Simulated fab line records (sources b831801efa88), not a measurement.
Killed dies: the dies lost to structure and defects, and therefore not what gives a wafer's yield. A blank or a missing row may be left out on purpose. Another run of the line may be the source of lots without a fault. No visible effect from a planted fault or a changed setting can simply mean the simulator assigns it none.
A lot that was struck, set against a sound lot -- flow gf180mcu -- 15 out of 602 route steps
Sound: wafers L937.1, L937.2, L937.4. Struck: wafer L928.6 (L928.2, L928.4, from the same lot, were not struck and are left out); the cause is given at the end.
Each step with rows lists, per side, the tool, then ch with its chambers, then its first start. Under that, the readings that differ: sound wafers -- struck wafers -- difference of the means -- sigmas: that difference in standard deviations of wafers without a fault.
alike: readings with means less than 2 such deviations apart, plus words and numbers identical on both sides. not compared: withheld readings, readings lacking a value on some wafer, bounds such as >300 that could conceal the same value, and numbers that have no deviation in the record and whose values overlap.
The two part at a step that has a row with sigmas, a row that says differs or no value, or rows on one side only. Non-overlapping numbers with no deviation appear without sigmas and do not part them. Lack of a reading on every wafer of one side parts them only where that side has two or more wafers.

first, 5 steps without rows for these wafers: GF_M5_COAT_02 (resist thk 1000 nm); GF_M5_SOFTBAKE_03 (time 60 s); GF_M5_EXPOSE_04 (exposes mask Metal5, target cd 280 nm); GF_M5_PEB_05 (peb time 90 s); GF_M5_DEVELOP_06 (develop time 60 s).
GF_M5_CD_MEAS_07: the cd target is 280 nm.
  sound: cdSem-02 at day 31 12:28; struck: cdSem-01 at day 28 22:04
  alike: cdNm
GF_M5_OVL_MEAS_08:
  sound: overlay-02 at day 31 12:35; struck: overlay-01 at day 28 22:11
  alike: M5_OVL
GF_M5_ETCH_09: etches Si3N4 in CF4/O2, target depth 52 nm, time 11.6 s.
  sound on rieDiel-01 ch 0,1,2, day 31 12:37; struck on rieDiel-02 ch 3, day 28 22:13
  alike: drypumpMotorCurrentA, oesProductAu, throttleValvePct
  not compared: rfHoursCounterH
GF_M5_METAL_ETCH_10: etches the open film in Cl2/BCl3, stops on SiO2, target depth 627.5 nm, time 104.6 s.
  sound on rieMetal-04 ch 1, day 31 12:38; struck on rieMetal-04 ch 0, day 28 22:14
  alike: drypumpMotorCurrentA, oesProductAu, throttleValvePct
  not compared: rfHoursCounterH
GF_M5_STRIP_11: strips in O2/N2.
  sound on plasmaAsher-02 ch 0,1, day 31 12:52; struck on plasmaAsher-02 ch 1, day 28 22:21
reading,sound,struck,difference,sigmas
stripTimeToEndpointS (s),7.44 7.41 7.49,7.67,+0.22,+4
  alike: drypumpMotorCurrentA, heaterPowerW, oesProductAu
  not compared: rfHoursCounterH
then, 2 steps without rows for these wafers: GF_M5_STRIP_12 (strips in post etch residue remover, time 1200 s); GF_M5_CLEAN_13 (cleans in DIW).
GF_V5_CVD_00: deposits SiO2, target thk 300 nm, time 50 s.
  sound on hdpcvd-01 ch 0,1,2, day 31 13:26; struck on hdpcvd-02 ch 0, day 28 22:53
reading,sound,struck,difference,sigmas
sih4FlowSccm (sccm),59.99 60.12 60.08,50.89,-9.17,-48
model.SiO2_of_V5_CVD_00.thkNm (nm),300.5 299.4 305.3,250.6,-51.1,
GF_V5_THK_MEAS_01:
  sound: filmMetro-02 at day 31 13:29; struck: filmMetro-04 at day 28 22:56
reading,sound,struck,difference,sigmas
V5_CVD_00_THK (nm),300 300 305,251,-51,-16
GF_V5_CVD_02: deposits SiO2 from TEOS, target thk 1450 nm, time 163.28 s.
  sound on pecvd-03 ch 0,1, day 31 13:32; struck on pecvd-04 ch 1, day 28 22:59
  alike: heaterPowerW

== WHERE THEY PART ==
Last at GF_V5_THK_MEAS_01 as far as this record goes, first at GF_M5_STRIP_11. Later steps at which nothing parts them and some readings are alike: GF_V5_CVD_02.

WHY: the cause the simulator had injected
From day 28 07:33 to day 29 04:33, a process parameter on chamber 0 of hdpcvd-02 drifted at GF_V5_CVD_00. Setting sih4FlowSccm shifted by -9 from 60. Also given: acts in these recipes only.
